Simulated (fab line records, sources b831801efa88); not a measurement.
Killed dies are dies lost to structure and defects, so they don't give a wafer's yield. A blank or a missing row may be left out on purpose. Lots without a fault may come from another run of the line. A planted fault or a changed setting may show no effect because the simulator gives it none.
A struck lot beside a sound one | flow sky130 | 15 steps out of a route of 708
Sound: wafers L109.1, L109.2, L109.5. Struck: wafer L996.2. (L996.3, L996.5 of the same lot were not struck and are left out.) The cause comes at the end.
At each step with rows: each side's tool, then ch and its chambers, then its first start. Under that, the readings that differ: sound wafers | struck wafers | difference of the means | sigmas: that difference in standard deviations of wafers without a fault.
alike: readings whose means differ by less than 2 such deviations, and words and numbers that are the same on both sides. not compared: withheld readings, readings that some wafer has no value for, bounds like >300 that may hide the same value, and numbers for which the record gives no deviation and whose values overlap.
The two part at a step that has a row with sigmas, a row that says differs or no value, or rows on one side only. Numbers that don't overlap but have no deviation are shown without sigmas and don't part them. A reading that every wafer of one side lacks parts them only if that side has two wafers or more.

first, 8 steps without rows for these wafers: SKY_POLY_GATE_DEHYDRATE_05 (time 60 s); SKY_POLY_GATE_HMDS_06 (prime time 60 s); SKY_POLY_GATE_COAT_07 (resist thk 110 nm); SKY_POLY_GATE_COAT_08 (resist thk 450 nm); SKY_POLY_GATE_SOFTBAKE_09 (time 90 s); SKY_POLY_GATE_EXPOSE_10 (exposes mask P1M, target cd 150 nm); SKY_POLY_GATE_PEB_11; SKY_POLY_GATE_DEVELOP_12 (develop time 60 s).
SKY_POLY_GATE_CD_MEAS_13: target cd 150 nm.
  sound on cd_sem-01, day 23 21:26; struck on cd_sem-01, day 19 05:04
  alike: cd_nm
SKY_POLY_GATE_OVL_MEAS_14:
  sound on overlay-02, day 23 21:34; struck on overlay-01, day 19 05:11
  alike: POLY_GATE_OVL
SKY_POLY_GATE_ETCH_15: etches BARC in N2/H2, stops on SiO2, time 118.5 s, target depth 110 nm.
  sound on rie_diel-04 ch 2,3, day 23 21:36; struck on rie_diel-02 ch 1, day 19 05:13
  reading                | sound                | struck | difference | sigmas
  throttle_valve_pct (%) | 13.224 13.191 13.211 | 13.228 | +0.019     | +2
  alike: drypump_motor_current_A, n2_flow_sccm, oes_product_au
  not compared: rf_hours_counter_h
SKY_POLY_GATE_ETCH_16: etches Si3N4 in CH3F/O2, stops on poly-Si, time 147.5 s, target depth 75 nm.
  sound on rie_diel-04 ch 2,3, day 23 21:41; struck on rie_diel-02 ch 1, day 19 05:17
  alike: O2_flow_sccm, drypump_motor_current_A, oes_product_au, throttle_valve_pct
  not compared: rf_hours_counter_h
SKY_POLY_GATE_ETCH_17: etches poly-Si in HBr/Cl2, stops on SiO2, target depth 180 nm, time 70.5 s.
  sound on rie_si-02 ch 2,3, day 23 21:47; struck on rie_si-01 ch 3, day 19 05:23
  reading                                          | sound                   | struck | difference | sigmas
  oes_product_au (a.u.)                            | 0.989 0.971 0.980       | 0.955  | -0.025     | -3
  over_etch_frac                                   | 0.56667 0.56667 0.56667 | 0.67   | +0.10      |
  model.KrF-thick_of_POLY_GATE_COAT_08.thk_nm (nm) | 140.9 141.3 141.4       | 130.7  | -10.5      |
  model.SiO2_of_SONOS_ONO_CVD_04.thk_nm (nm)       | 4.307 4.34 4.371        | 4.063  | -0.276     |
  alike: drypump_motor_current_A, throttle_valve_pct
  not compared: rf_hours_counter_h
SKY_POLY_GATE_STRIP_18: strips in O2/N2.
  sound on plasma_asher-02 ch 0,1, day 23 21:50; struck on plasma_asher-04 ch 1, day 19 05:26
  reading                      | sound          | struck | difference | sigmas
  strip_time_to_endpoint_s (s) | 3.16 3.17 3.17 | 3.06   | -0.11      | -3
  alike: drypump_motor_current_A, n2_flow_sccm, o2_flow_sccm, oes_product_au
  not compared: rf_hours_counter_h
-- the record jumps here: 28 days lie between the struck wafers' starts before and after (it left off in module POLY_GATE and takes up again in module PAD_OPEN, whose first step shown is number 708 of the route) --
SKY_PAD_OPEN_PROBE_99:
  the record has rows for the struck wafers here (prober-02, day 47 15:34) and none for the sound ones

WHERE THEY PART
First at SKY_POLY_GATE_ETCH_15; last, within this record, at SKY_PAD_OPEN_PROBE_99.

WHY: what the simulator had put in
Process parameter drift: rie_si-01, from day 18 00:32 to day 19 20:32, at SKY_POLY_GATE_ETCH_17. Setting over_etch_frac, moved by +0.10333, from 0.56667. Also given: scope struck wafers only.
